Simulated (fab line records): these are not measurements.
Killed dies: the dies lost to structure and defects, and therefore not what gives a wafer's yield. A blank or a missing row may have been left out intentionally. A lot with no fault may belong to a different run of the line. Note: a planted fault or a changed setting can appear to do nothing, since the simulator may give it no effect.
Comparing a struck lot with a sound one + flow sky130 + 35 out of 708 route steps
Sound: these wafers, L958.3, L958.4, L958.5. Struck: wafers L948.3, L948.6 (left out: L948.5, a lot-mate that was not struck); the cause follows at the end.
At each step with rows: each side's tool, then ch and its chambers, then its first start. Under that, the readings that differ: sound wafers + struck wafers + difference of the means + sigmas: that difference in standard deviations of wafers without a fault.
alike: same words and numbers on both sides, and readings whose means sit less than 2 such deviations apart. not compared: any withheld reading, any reading some wafer has no value for, any bound like >300 that may hide the same value, and any number with overlapping values for which the record gives no deviation.
A row with sigmas, a row that says differs or no value, or rows on one side alone: a step with any of these is where the two part. Numbers that have no deviation but don't overlap get no sigmas and don't part them. Lack of a reading on every wafer of one side parts them only where that side has two or more wafers.

first, 10 steps without rows for these wafers: SKY_VIA2_EXPOSE_09 (exposes mask VIM2, target cd 200 nm); SKY_VIA2_PEB_10; SKY_VIA2_DEVELOP_11 (develop time 60 s); SKY_VIA2_ETCH_14 (etches BARC in N2/H2, stops on SiO2, time 45.9 s, target depth 60 nm); SKY_VIA2_ETCH_15 (etches SiO2 in C4F8/O2/Ar, stops on TiN, target depth 546 nm, time 84 s); SKY_VIA2_STRIP_16 (strips in O2/N2); SKY_VIA2_STRIP_17 (strips in post etch residue remover, time 1200 s); SKY_VIA2_CLEAN_18 (cleans in IPA, time 180 s); SKY_VIA2_CLEAN_19 (cleans in O3/DIW); SKY_VIA2_SPUTTER_20 (material TiN, target thk 20 nm, time 80 s).
SKY_VIA2_CVD_21: deposits W, target thk 420 nm, time 126.4 s.
  sound on cvd_w-02 ch 0,1, day 42 11:52; struck on cvd_w-01 ch 0, day 39 13:58
  alike: heater_power_w, susceptor_temp_C
then, 23 steps without rows for these wafers: SKY_VIA2_CMP_24 (polishes, stops on SiO2, t overpolish 20 s, target thk 0 nm); SKY_METAL3_SPUTTER_00 (material Ti, target thk 15 nm, time 10 s); SKY_METAL3_SPUTTER_01 (material TiN, target thk 20 nm, time 16.7 s); SKY_METAL3_SPUTTER_02 (material AlCu, target thk 735 nm, time 39.1 s); SKY_METAL3_SPUTTER_03 (material Ti, target thk 5 nm, time 3.3 s); SKY_METAL3_SPUTTER_04 (material TiN, target thk 70 nm, time 58.3 s); SKY_CAPM_CVD_00 (deposits SiO2, target thk 15.5 nm); SKY_CAPM_SPUTTER_02 (material TiN, target thk 200 nm, time 166.7 s); SKY_CAPM_DEHYDRATE_05 (time 60 s); SKY_CAPM_HMDS_06 (prime time 60 s); SKY_CAPM_COAT_07 (resist thk 1140 nm); SKY_CAPM_SOFTBAKE_08 (time 60 s); SKY_CAPM_EXPOSE_09 (exposes mask CAPM, target cd 1000 nm); SKY_CAPM_PEB_10; SKY_CAPM_DEVELOP_11 (develop time 60 s); SKY_CAPM_METAL_ETCH_13 (etches TiN in Cl2/BCl3, stops on SiO2, target depth 220 nm, time 62.9 s); SKY_CAPM_STRIP_14 (strips in O2/N2); SKY_CAPM_STRIP_15 (strips in post etch residue remover, time 1200 s); SKY_CAPM_CLEAN_16 (cleans in IPA, time 180 s); SKY_CAPM_CLEAN_17 (cleans in O3/DIW); SKY_METAL3_DEHYDRATE_05 (time 60 s); SKY_METAL3_HMDS_06 (prime time 60 s); SKY_METAL3_COAT_07 (resist thk 60 nm).
-- the record jumps here: 9 days lie between the struck wafers' starts before and after (it left off in module METAL3 and takes up again in module PAD_OPEN, whose first step shown is number 708 of the route) --
SKY_PAD_OPEN_PROBE_99:
  sound on prober-02, day 50 10:40; struck on prober-02, day 48 08:52
| reading                               | sound             | struck                                            | difference                   | sigmas |
|---------------------------------------|-------------------|---------------------------------------------------|------------------------------|--------|
| hold                                  | - - -             | await_dispo/2.9h/release await_dispo/2.9h/release | no value on the sound wafers |        |
| defect_limited_yield (%)              | 81.7 85.0 81.1    | 74.8 74.6                                         | -7.9                         | -4     |
| killed_at_M0_to_M3                    | 48 42 45          | 85 84                                             | +40                          | +6     |
| killed_dies                           | 90 74 93          | 124 125                                           | +39                          | +4     |
| sort_bin_3_pad_short (%)              | 0.6 0.8 1.2       | 2.2 5.1                                           | +2.8                         | +8     |
| sort_bin_5_function (%)               | 11.0 8.5 11.2     | 17.9 14.4                                         | +5.9                         | +4     |
| sort_n_pass                           | 402 418 399       | 368 367                                           | -39                          | -4     |
| sort_yield_pct (%)                    | 81.7 85.0 81.1    | 74.8 74.6                                         | -7.9                         | -4     |
| model.etest.tester.sort_n_pass        | 402 418 399       | 368 367                                           | -39                          |        |
| model.etest.tester.sort_yield_pct (%) | 81.71 84.96 81.1  | 74.8 74.59                                        | -7.9                         |        |
| model.etest.tester.sort_bin_5_pct (%) | 10.98 8.537 11.18 | 17.89 14.43                                       | +5.93                        |        |
| model.etest.tester.sort_bin_3_pct (%) | 0.6098 0.813 1.22 | 2.236 5.081                                       | +2.778                       |        |
  alike: killed_at_M4_up, killed_at_contacts, killed_at_front_end, killed_at_other, killed_on_rim, killed_open, killed_short, sort_bin_6_memory

== WHERE THEY PART ==
At SKY_PAD_OPEN_PROBE_99 and nowhere else, as far as this record goes.

WHY: what the simulator had put in
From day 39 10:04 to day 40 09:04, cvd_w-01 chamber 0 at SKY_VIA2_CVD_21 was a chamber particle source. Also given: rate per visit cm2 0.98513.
